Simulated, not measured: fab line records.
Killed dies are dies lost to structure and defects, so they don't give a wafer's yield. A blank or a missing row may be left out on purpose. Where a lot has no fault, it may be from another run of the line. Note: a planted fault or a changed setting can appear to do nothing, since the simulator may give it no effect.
Split-lot experiment | flow gf180mcu | 23 wafers read from 5 lots, route of 602 steps

## ON THE SPLIT
At GF_V4_CMP_04 (polishes SiO2), the setting leave above ref nm was moved away from the recipe's 632.5 nm on 7 of the 23 wafers read, by +3.8% to +6.3%. The other wafers ran this setting at the recipe's value.

## FROM THE SPLIT TO THE READING: what the file shows between them, 4 steps
- GF_V4_EXPOSE_11: exposes mask Via4, target cd 260 nm (also split here: dose mj)
- GF_V4_PEB_12: peb time 90 s
- GF_V4_DEVELOP_13: develop time 58.91 s
- GF_V4_ETCH_16: etches BARC in N2/H2

## THE READING
oes product au, in a.u., at GF_V4_ETCH_17 (etches SiO2 in C4F8/O2/Ar, stops on TiN, target depth 630 nm). A value of 0.855 a.u. with a standard deviation of 0.0041 a.u. is what fault-free wafers of this fab line usually give.

wafer  | tool, chamber at the split | leave above ref nm as run, nm | against the recipe | oes product au, a.u. | against lot-mates on the recipe
L074.1 | cmp-02, 1                  | 632.5                         | recipe             | 0.864                | -
L074.2 | cmp-02, 3                  | 632.5                         | recipe             | 0.862                | -
L074.3 | cmp-02, 2                  | 672.2                         | +6.3%              | 0.889                | +0.028
L074.4 | cmp-02, 0                  | 632.5                         | recipe             | 0.857                | -
L074.5 | cmp-02, 3                  | 672.2                         | +6.3%              | 0.879                | +0.018
L078.1 | cmp-01, 0                  | 663                           | +4.8%              | 0.876                | +0.023
L078.3 | cmp-01, 2                  | 663                           | +4.8%              | 0.875                | +0.022
L078.4 | cmp-01, 3                  | 632.5                         | recipe             | 0.857                | -
L078.5 | cmp-01, 3                  | 632.5                         | recipe             | 0.849                | -
L078.6 | cmp-01, 2                  | 663                           | +4.8%              | 0.872                | +0.019
L082.1 | cmp-01, 0                  | 632.5                         | recipe             | 0.858                | -
L082.3 | cmp-01, 3                  | 632.5                         | recipe             | 0.856                | -
L082.4 | cmp-01, 1                  | 632.5                         | recipe             | 0.860                | -
L082.5 | cmp-01, 1,2                | 632.5                         | recipe             | 0.857                | -
L082.6 | cmp-01, 1,2                | 632.5                         | recipe             | 0.857                | -
L084.1 | cmp-01, 2                  | 632.5                         | recipe             | 0.856                | -
L084.3 | cmp-01, 1                  | 656.7                         | +3.8%              | 0.874                | +0.019
L084.4 | cmp-01, 3                  | 632.5                         | recipe             | 0.853                | -
L084.5 | cmp-01, 0                  | 656.7                         | +3.8%              | 0.877                | +0.022
L084.6 | cmp-01, 1                  | 632.5                         | recipe             | 0.856                | -
L085.3 | cmp-02, 3                  | 632.5                         | recipe             | 0.854                | -
L085.5 | cmp-02, 0                  | 632.5                         | recipe             | 0.855                | -
L085.6 | cmp-02, 1                  | 632.5                         | recipe             | 0.859                | -
Rows listing several chambers each stand for several wafers; the file does not say which wafer went through which chamber.

THE FIT
A straight line over all 23 wafers: oes product au changes by +0.00413 a.u. for each +1% of leave above ref nm; r = +0.94; the points scatter about the line by 0.0037 a.u.
The same after taking each lot's own level away (the mean of its wafers on the recipe; 23 wafers): +0.00419 a.u. for each +1%; r = +0.95; scatter 0.0032 a.u.
Per that fit: largest leave above ref nm move, reading shift of 0.026 a.u.
Measured against the standard deviation above, the lots' own levels, which go from 0.8530 to 0.8610 a.u., span 2.0 times it.
So the lot-to-lot level changes the slope little: the two slopes agree.
Check: with one of the wafers moved furthest among these (+6.3%) left out of the fit, the line predicts +0.0262 a.u. for it against its lot-mates. It came out at +0.028 a.u. against them.

## OTHER SPLITS ON THESE WAFERS
These wafers also went through other splits before the reading. Each is held against what the fit with the lots' levels taken away leaves over:
other split on the same wafers | wafers away from the commonest value | r with oes product au (lot level and that fit taken away)
GF_V3_ETCH_16 bias w           | 7                                    | +0.01
GF_M4_PEB_12 peb temp c        | 8                                    | -0.27
GF_V4_CVD_00 sih4 flow sccm    | 4                                    | +0.44
GF_V4_EXPOSE_11 dose mj        | 2                                    | +0.14

## THE WHOLE CHAIN: every reading that the file lists as answering this split, in the file's order
step          | what it does                                                 | reading                                                                   | change (the file's fit)                   | r (the file's)
GF_V4_CMP_04  | polishes SiO2                                                | SiO2_of_V4_CVD_02.thk nm (the simulator's own value, which no gauge read) | +6.33 nm for each +1% of the setting      | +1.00
GF_V4_ETCH_17 | etches SiO2 in C4F8/O2/Ar, stops on TiN, target depth 630 nm | oes product au                                                            | +0.00423 a.u. for each +1% of the setting | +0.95
GF_V4_ETCH_17 | etches SiO2 in C4F8/O2/Ar, stops on TiN, target depth 630 nm | V4.feature depth nm (the simulator's own value, which no gauge read)      | +6.33 nm for each +1% of the setting      | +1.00

## FILE'S OWN FIT
oes product au changes by +0.00423 a.u. for each +1% of leave above ref nm, r = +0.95.
